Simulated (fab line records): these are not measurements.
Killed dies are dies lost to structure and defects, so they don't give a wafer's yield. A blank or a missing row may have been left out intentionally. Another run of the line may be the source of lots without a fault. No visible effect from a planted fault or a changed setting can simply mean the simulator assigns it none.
The tool behind it: which one? -- flow sky130 -- 12 lots, 36 wafers sampled, at 4 steps of a route of 708

== WHAT THE GAUGES READ, wafer by wafer ==
SKY_SD_N_RS_MEAS_16: the measuring method here is four-point-probe. Usual: SD_N_RS gives 68.61 ohm/sq (standard deviation 0.1).
lot,measured,on,SD_N_RS (ohm/sq),flag
L627,day 28 21:34,film metro-03,68.53 68.61 68.58,
L629,day 29 13:19,film metro-04,68.71 68.45 68.65,
L630,day 29 13:43,film metro-03,68.72 68.63 68.47,
L634,day 31 06:43,film metro-04,68.43 68.46 68.56,
L633,day 31 10:36,film metro-03,68.56 68.74 68.62,
L635,day 31 16:23,film metro-04,68.46 68.50 68.70,
L636,day 32 00:41,film metro-03,68.50 68.59 68.72,
L638,day 32 02:59,film metro-03,68.57 68.58 68.52,
L639,day 32 06:45,film metro-01,68.51 68.61 68.46,
L637,day 32 07:04,film metro-03,68.81 68.67 68.55,
L646,day 34 08:49,film metro-03,68.57 68.58 68.76,
L648,day 35 00:37,film metro-03,68.74 68.62 68.54,

== WHICH TOOL RAN EACH LOT (tool, then ch and the chambers of the sampled wafers, then the start) ==
lot,SKY_LDD_HVN_STRIP_09,SKY_RES_XHIGH_IMPLANT_07,SKY_SD_N_RTA_14
L627,"plasma asher-02 ch 0,1, day 21 10:10","implanter-04 ch 0, day 27 16:37","rtp anneal-02 ch 0, day 28 21:24"
L629,"plasma asher-02 ch 0,1, day 22 03:53","implanter-01 ch 0, day 28 08:09","rtp anneal-02 ch 0, day 29 13:07"
L630,"plasma asher-02 ch 0,1, day 22 05:14","implanter-02 ch 0, day 28 09:08","rtp anneal-01 ch 0, day 29 13:32"
L634,"plasma asher-01 ch 0,1, day 24 02:35","implanter-01 ch 0, day 30 02:56","rtp anneal-02 ch 0, day 31 06:32"
L633,"plasma asher-04 ch 0,1, day 24 03:23","implanter-02 ch 0, day 30 05:53","rtp anneal-01 ch 0, day 31 10:25"
L635,"plasma asher-02 ch 0,1, day 24 09:02","implanter-01 ch 0, day 30 11:36","rtp anneal-02 ch 0, day 31 16:12"
L636,"plasma asher-01 ch 0,1, day 24 14:32","implanter-01 ch 0, day 30 20:57","rtp anneal-01 ch 0, day 32 00:30"
L638,"plasma asher-01 ch 1, day 24 18:35","implanter-02 ch 0, day 30 22:24","rtp anneal-02 ch 0, day 32 02:48"
L639,"plasma asher-01 ch 0,1, day 25 01:20","implanter-01 ch 0, day 31 01:59","rtp anneal-01 ch 0, day 32 06:34"
L637,"plasma asher-01 ch 0,1, day 25 03:04","implanter-02 ch 0, day 31 02:23","rtp anneal-02 ch 0, day 32 06:53"
L646,"plasma asher-04 ch 0,1, day 27 06:08","implanter-04 ch 0, day 33 05:05","rtp anneal-02 ch 0, day 34 08:38"
L648,"plasma asher-01 ch 0,1, day 28 01:41","implanter-04 ch 0, day 33 21:34","rtp anneal-01 ch 0, day 35 00:26"
- SKY_LDD_HVN_STRIP_09: strips in O2/N2.
- SKY_RES_XHIGH_IMPLANT_07
- SKY_SD_N_RTA_14: time 2 s.

== AS READ BY THE TOOLS THEMSELVES (means over the sampled wafers that have a number; for cases with no such wafer, the mark the record gives instead) ==
SKY_LDD_HVN_STRIP_09. Usual: drypump motor current A 5.7 A, standard deviation 0.31; oes product au 0.408 a.u., standard deviation 0.0044; strip time to endpoint s 4.135 s, standard deviation 0.014.
lot,tool,drypump motor current A (A),oes product au (a.u.),strip time to endpoint s (s),flag
L627,plasma asher-02,5.6,0.411,4.154,
L629,plasma asher-02,5.6,0.412,4.134,
L630,plasma asher-02,5.6,0.406,4.144,
L634,plasma asher-01,5.8,0.410,4.133,
L633,plasma asher-04,5.6,0.409,4.142,
L635,plasma asher-02,5.6,0.410,4.138,
L636,plasma asher-01,5.7,0.409,4.121,
L638,plasma asher-01,6.2,0.413,4.125,
L639,plasma asher-01,5.7,0.410,4.148,
L637,plasma asher-01,5.8,0.410,4.144,
L646,plasma asher-04,5.8,0.410,4.131,
L648,plasma asher-01,5.8,0.409,4.131,

SKY_RES_XHIGH_IMPLANT_07. Usual: beam energy keV 19.999, standard deviation 0.0064; dose ions cm2 3.601e+14, standard deviation 4.2e+11; end station pressure torr 5.27e-06 Torr, standard deviation 2.9e-07.
lot,tool,beam energy keV,dose ions cm2,end station pressure torr (Torr),flag
L627,implanter-04,20.003,3.597e+14,5.28e-06,
L629,implanter-01,19.997,3.606e+14,5.29e-06,
L630,implanter-02,19.998,3.599e+14,5.33e-06,
L634,implanter-01,19.987,3.602e+14,5.11e-06,
L633,implanter-02,19.998,3.598e+14,5.14e-06,
L635,implanter-01,20.002,3.608e+14,5.43e-06,
L636,implanter-01,20.438,3.600e+14,5.43e-06,OFF
L638,implanter-02,19.998,3.605e+14,4.80e-06,
L639,implanter-01,20.454,3.597e+14,5.46e-06,OFF
L637,implanter-02,19.999,3.597e+14,5.12e-06,
L646,implanter-04,20.005,3.600e+14,5.51e-06,
L648,implanter-04,19.997,3.599e+14,5.62e-06,

SKY_SD_N_RTA_14. Usual: anneal temp c max 1080.7, standard deviation 2.2; lamp power pct 15.74 %, standard deviation 0.052; ramp down c per s 90.000, standard deviation 0.017; wafer_temp_C_max 1078.3, standard deviation 1.4.
lot,tool,anneal temp c max,lamp power pct (%),ramp down c per s,wafer_temp_C_max,flag
L627,rtp anneal-02,1079.3,15.77,90.010,1079.0,
L629,rtp anneal-02,1078.5,15.71,89.983,1077.8,
L630,rtp anneal-01,1082.2,15.73,89.997,1078.0,
L634,rtp anneal-02,1079.3,15.74,89.996,1080.0,
L633,rtp anneal-01,1081.4,15.76,89.982,1078.9,
L635,rtp anneal-02,1078.1,15.76,90.001,1076.9,
L636,rtp anneal-01,1082.7,15.74,90.002,1077.9,
L638,rtp anneal-02,1078.6,15.74,89.996,1078.8,
L639,rtp anneal-01,1083.1,15.75,90.009,1078.4,
L637,rtp anneal-02,1078.9,15.76,90.011,1079.0,
L646,rtp anneal-02,1078.3,15.75,89.993,1078.9,
L648,rtp anneal-01,1083.3,15.75,90.003,1077.9,

== THE ANSWER, worked out from the rows above alone ==
Rule: take the mean of a lot's wafers that have a number; if it is more than 3 standard deviations from the usual mean, the lot is off. A lot without any number at a reading at which 4 lots or more have one is off too. The other lots that the step has rows for count as sound. After the gauges, taken in route order, come the tools' own readings; for these a lot's mean is taken, as printed above. At the first step where some lot is off, the reading lying furthest off is the one used; lots without a number count as furthest.
Off: L636, L639 (SKY_RES_XHIGH_IMPLANT_07, beam energy keV).
If a tool, at that step or one of the process steps before it, ran each lot that is off and ran no sound lot following the first of them, it fits. One candidate fits, namely implanter-01 at SKY_RES_XHIGH_IMPLANT_07. Its last sound lot is L635 (day 30 11:36), its first lot that is off L636 (day 30 20:57): a fault that began between those two fits.
On the lots that are off, the tool's own readings at SKY_RES_XHIGH_IMPLANT_07 differ by more than 5 times the standard deviation of the sound lots' means, which bears it out; beam energy keV reads 20.446 there versus 19.998 on the sound lots.

== WHAT THE SIMULATOR PUT IN ==
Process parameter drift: implanter-01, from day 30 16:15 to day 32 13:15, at SKY_RES_XHIGH_IMPLANT_07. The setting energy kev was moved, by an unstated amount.
Shown lots that were struck: L636, L639. The rule above found the same.
